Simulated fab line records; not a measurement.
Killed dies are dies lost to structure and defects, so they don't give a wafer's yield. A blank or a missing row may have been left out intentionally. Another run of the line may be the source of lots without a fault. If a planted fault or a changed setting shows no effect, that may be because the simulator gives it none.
Which of the tools did it? + flow sky130 + 12 lots, 36 wafers sampled, at 3 steps of a route of 708

WHAT THE GAUGES READ, wafer by wafer
SKY_CAPM_THK_MEAS_01.
| lot  | measured     | on            | CAPM_CVD_00_THK (nm) |
|------|--------------|---------------|----------------------|
| L714 | day 36 17:04 | film-metro-04 | 15.17 15.66 15.55    |
| L715 | day 37 02:56 | film-metro-04 | 15.45 15.49 15.73    |
| L716 | day 37 12:08 | film-metro-01 | 15.46 15.51 15.57    |
| L718 | day 37 12:43 | film-metro-04 | 15.15 15.26 15.30    |
| L717 | day 37 15:57 | film-metro-04 | 15.60 15.52 15.85    |
| L721 | day 38 21:05 | film-metro-04 | 30.69 30.59 30.89    |
| L724 | day 39 19:26 | film-metro-03 | 30.72 30.91 31.58    |
| L726 | day 40 07:20 | film-metro-04 | 30.83 30.89 31.09    |
| L730 | day 41 15:29 | film-metro-04 | 15.36 15.53 15.65    |
| L731 | day 41 20:26 | film-metro-01 | 15.64 15.84 15.86    |
| L732 | day 42 04:53 | film-metro-01 | 15.34 15.58 15.57    |
| L734 | day 42 18:11 | film-metro-03 | 15.30 15.44 15.47    |

EACH LOT AND THE TOOL THAT RAN IT (in order: tool; ch and the chambers of the sampled wafers; start)
| lot  | SKY_VIA2_CVD_21               | SKY_CAPM_CVD_00                 |
|------|-------------------------------|---------------------------------|
| L714 | cvd-w-02 ch 0,1, day 36 16:11 | pecvd-01 ch 0,2, day 36 17:02   |
| L715 | cvd-w-01 ch 0,1, day 37 02:08 | pecvd-04 ch 0,2, day 37 02:55   |
| L716 | cvd-w-02 ch 1, day 37 11:20   | pecvd-03 ch 1,2, day 37 12:07   |
| L718 | cvd-w-02 ch 0,1, day 37 11:56 | pecvd-04 ch 0,2, day 37 12:41   |
| L717 | cvd-w-02 ch 0,1, day 37 15:11 | pecvd-01 ch 0,1, day 37 15:55   |
| L721 | cvd-w-01 ch 0,1, day 38 20:05 | pecvd-03 ch 0,1, day 38 20:52   |
| L724 | cvd-w-01 ch 0,1, day 39 18:27 | pecvd-01 ch 0,1,2, day 39 19:00 |
| L726 | cvd-w-01 ch 0,1, day 40 06:21 | pecvd-04 ch 0,1,2, day 40 07:00 |
| L730 | cvd-w-02 ch 0, day 41 14:42   | pecvd-04 ch 0,2, day 41 15:28   |
| L731 | cvd-w-01 ch 0,1, day 41 19:38 | pecvd-01 ch 1,2, day 41 20:25   |
| L732 | cvd-w-02 ch 0,1, day 42 04:06 | pecvd-01 ch 1,2, day 42 04:52   |
| L734 | cvd-w-01 ch 0,1, day 42 17:25 | pecvd-01 ch 1,2, day 42 18:10   |
- SKY_VIA2_CVD_21: deposits W, target thk 420 nm, time 126.4 s.
- SKY_CAPM_CVD_00: deposits SiO2, target thk 15.5 nm.

WHAT THE TOOLS THEMSELVES READ (means of the sampled wafers that have a number; where no wafer has one, the mark that the record gives instead)
SKY_VIA2_CVD_21.
| lot  | tool     | heater-power-w (W) | susceptor-temp-C (C) |
|------|----------|--------------------|----------------------|
| L714 | cvd-w-02 | 819                | 400.02               |
| L715 | cvd-w-01 | 797                | 399.82               |
| L716 | cvd-w-02 | 837                | 399.90               |
| L718 | cvd-w-02 | 815                | 400.16               |
| L717 | cvd-w-02 | 819                | 399.77               |
| L721 | cvd-w-01 | 781                | 400.02               |
| L724 | cvd-w-01 | 796                | 400.26               |
| L726 | cvd-w-01 | 800                | 400.02               |
| L730 | cvd-w-02 | 752                | 399.59               |
| L731 | cvd-w-01 | 781                | 399.91               |
| L732 | cvd-w-02 | 744                | 399.84               |
| L734 | cvd-w-01 | 812                | 399.83               |

SKY_CAPM_CVD_00.
| lot  | tool     | heater-power-w (W) | susceptor-temp-C (C) |
|------|----------|--------------------|----------------------|
| L714 | pecvd-01 | 721                | 399.99               |
| L715 | pecvd-04 | 802                | 399.89               |
| L716 | pecvd-03 | 740                | 399.80               |
| L718 | pecvd-04 | 851                | 400.01               |
| L717 | pecvd-01 | 803                | 400.20               |
| L721 | pecvd-03 | 756                | 399.94               |
| L724 | pecvd-01 | 747                | 399.94               |
| L726 | pecvd-04 | 864                | 399.95               |
| L730 | pecvd-04 | 848                | 399.93               |
| L731 | pecvd-01 | 684                | 400.15               |
| L732 | pecvd-01 | 776                | 399.87               |
| L734 | pecvd-01 | 699                | 399.99               |

THE ANSWER, worked out from the rows above alone
Rule: usual is defined by the lots themselves. The widest of any qualifying gaps counts: lots, ordered by their means at a reading, are off when they make up no more than a third of the lots, leave a main group of 4 or more, and stand apart from it by 3 or more times the standard deviation of that group's means. The tables above print the reading to a certain number of digits; a main group whose means all agree to those digits is not used. Also off: a lot with no number at a reading for which 4 or more lots have one. All remaining lots with rows at the step are treated as sound. First the gauges in route order, then the tools' own readings, where a lot's mean is used as printed above. At the first step where some lot is off, the reading lying furthest off is the one used; lots without a number count as furthest.
Off: L721, L724, L726, seen at SKY_CAPM_THK_MEAS_01 (CAPM_CVD_00_THK). The main group: mean 15.51 nm, standard deviation 0.14.
A tool fits if, at a process step before that reading, it ran every lot that is off, and no sound lot after the first of them. Those tools and the gauges at SKY_CAPM_THK_MEAS_01 are tried in the same way. None of those tried fits.

WHAT WAS PUT IN BY THE SIMULATOR
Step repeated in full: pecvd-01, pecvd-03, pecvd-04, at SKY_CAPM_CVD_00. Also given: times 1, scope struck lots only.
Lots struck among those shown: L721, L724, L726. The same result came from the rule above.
